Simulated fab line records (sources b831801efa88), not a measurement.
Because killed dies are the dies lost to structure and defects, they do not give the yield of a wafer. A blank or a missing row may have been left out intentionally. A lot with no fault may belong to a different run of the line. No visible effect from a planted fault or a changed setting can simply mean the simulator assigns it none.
Comparing a struck lot with a sound one -- flow sky130 -- 28 steps out of a route of 708
Sound: these wafers, L915.1, L915.3, L915.4. Struck: wafer L918.3 (left out: L918.4, L918.6 of the same lot, which were not struck); the cause appears at the end.
Order at every step that has rows: each side's tool, ch and its chambers, its first start. Under that, the readings that differ: sound wafers -- struck wafers -- difference of the means -- sigmas: that difference in standard deviations of wafers without a fault.
alike: readings with means less than 2 such deviations apart, plus words and numbers identical on both sides. not compared: withheld readings, readings lacking a value on some wafer, bounds such as >300 that could conceal the same value, and numbers that have no deviation in the record and whose values overlap.
The two part at a step that has a row with sigmas, a row that says differs or no value, or rows on one side only. When numbers do not overlap yet have no deviation, they are printed without sigmas and do not part them. Lack of a reading on every wafer of one side parts them only where that side has two or more wafers.

first, 3 steps without rows for these wafers: SKY_VIA4_STRIP_14 (strips in post etch residue remover, time 1200 s); SKY_VIA4_CLEAN_15 (cleans in IPA, time 180 s); SKY_VIA4_CLEAN_16 (cleans in O3/DIW).
SKY_VIA4_SPUTTER_17: material TiN, target thk 20 nm, time 80 s.
  sound on pvd_sputter-02 at day 44 17:32; struck on pvd_sputter-02 at day 46 01:58
  alike: cathode_dc_power_W, throttle_valve_pct
then, 1 step without rows for these wafers: SKY_VIA4_CVD_18 (deposits W, target thk 505 nm, time 152.14 s).
SKY_VIA4_RS_MEAS_19: uses a four-point probe to measure.
  sound on film_metro-02 at day 44 17:45; struck on film_metro-04 at day 46 02:14
  alike: VIA4_W_RS
SKY_VIA4_THK_MEAS_20: measures by xrf.
  sound on film_metro-02 at day 44 17:52; struck on film_metro-04 at day 46 02:20
  alike: VIA4_W_THK
then, 1 step without rows for these wafers: SKY_VIA4_CMP_21 (polishes, stops on SiO2, t overpolish 25 s, target thk 0 nm).
SKY_METAL5_SPUTTER_00: material Ti, target thk 15 nm, time 10 s.
  sound on pvd_sputter-01 at day 44 18:23; struck on pvd_sputter-01 at day 46 02:40
  alike: cathode_dc_power_W, throttle_valve_pct
SKY_METAL5_SPUTTER_01: material TiN, target thk 20 nm, time 16.7 s.
  sound on pvd_sputter-01 at day 44 18:24; struck on pvd_sputter-01 at day 46 02:41
  alike: cathode_dc_power_W, throttle_valve_pct
then, 1 step without rows for these wafers: SKY_METAL5_SPUTTER_02 (material AlCu, target thk 1150 nm, time 61.2 s).
SKY_METAL5_SPUTTER_03: material Ti, target thk 5 nm, time 3.3 s.
  sound on pvd_sputter-01 at day 44 18:29; struck on pvd_sputter-01 at day 46 02:46
  alike: cathode_dc_power_W, throttle_valve_pct
SKY_METAL5_SPUTTER_04: material TiN, target thk 70 nm, time 58.3 s.
  sound on pvd_sputter-01 at day 44 18:30; struck on pvd_sputter-01 at day 46 02:47
reading,sound,struck,difference,sigmas
cathode_dc_power_W (W),6499.3 6500.1 6500.8,5753.2,-746.9,-99 or more
model.TiN_of_METAL5_SPUTTER_04.thk_nm (nm),71.02 70.94 70.31,62.47,-8.29,
  alike: throttle_valve_pct
SKY_METAL5_RS_MEAS_05: uses a four-point probe to measure.
  sound on film_metro-03 at day 44 18:32; struck on film_metro-01 at day 46 02:53
  alike: METAL5_ALCU_RS
SKY_METAL5_THK_MEAS_06: measures by xrf.
  sound on film_metro-03 at day 44 18:40; struck on film_metro-01 at day 46 02:59
  alike: METAL5_ALCU_THK
then, 8 steps without rows for these wafers: SKY_METAL5_DEHYDRATE_07 (time 60 s); SKY_METAL5_HMDS_08 (prime time 60 s); SKY_METAL5_COAT_09 (resist thk 1800 nm); SKY_METAL5_SOFTBAKE_10 (time 60 s); SKY_METAL5_EXPOSE_11 (exposes mask MM5, target cd 1600 nm); SKY_METAL5_PEB_12; SKY_METAL5_DEVELOP_13 (develop time 60 s); SKY_METAL5_DESCUM_14 (chemistry O2, time 11 s).
SKY_METAL5_METAL_ETCH_15: etches the open film in Cl2/BCl3, stops on SiO2, target depth 1260 nm, time 252 s.
  sound on rie_metal-02 ch 0,1, day 45 15:10; struck on rie_metal-02 ch 0, day 46 22:17
  alike: drypump_motor_current_A, mfc_cl2_sccm, oes_product_au, throttle_valve_pct
  not compared: rf_hours_counter_h
then, 1 step without rows for these wafers: SKY_METAL5_STRIP_16 (strips in O2/N2).
SKY_METAL5_STRIP_17: strips in post etch residue remover, time 1200 s.
  sound on wet_bench-03 ch 1, day 45 15:29; struck on wet_bench-03 ch 0, day 46 22:42
reading,sound,struck,difference,sigmas
model.TiN_of_METAL5_SPUTTER_04.thk_nm (nm),70.6 70.52 69.89,62.06,-8.28,
then, 1 step without rows for these wafers: SKY_METAL5_CLEAN_18 (cleans in IPA, time 180 s).
SKY_PAD_OPEN_PROBE_99:
  rows exist in the record for the sound wafers here (prober-02, day 47 10:34), none for the struck ones

WHERE THEY PART
Last at SKY_PAD_OPEN_PROBE_99 as far as this record goes, first at SKY_METAL5_SPUTTER_04.

WHY: the cause the simulator had injected
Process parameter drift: pvd_sputter-01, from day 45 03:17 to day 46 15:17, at SKY_METAL5_SPUTTER_04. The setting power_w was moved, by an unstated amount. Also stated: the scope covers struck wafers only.
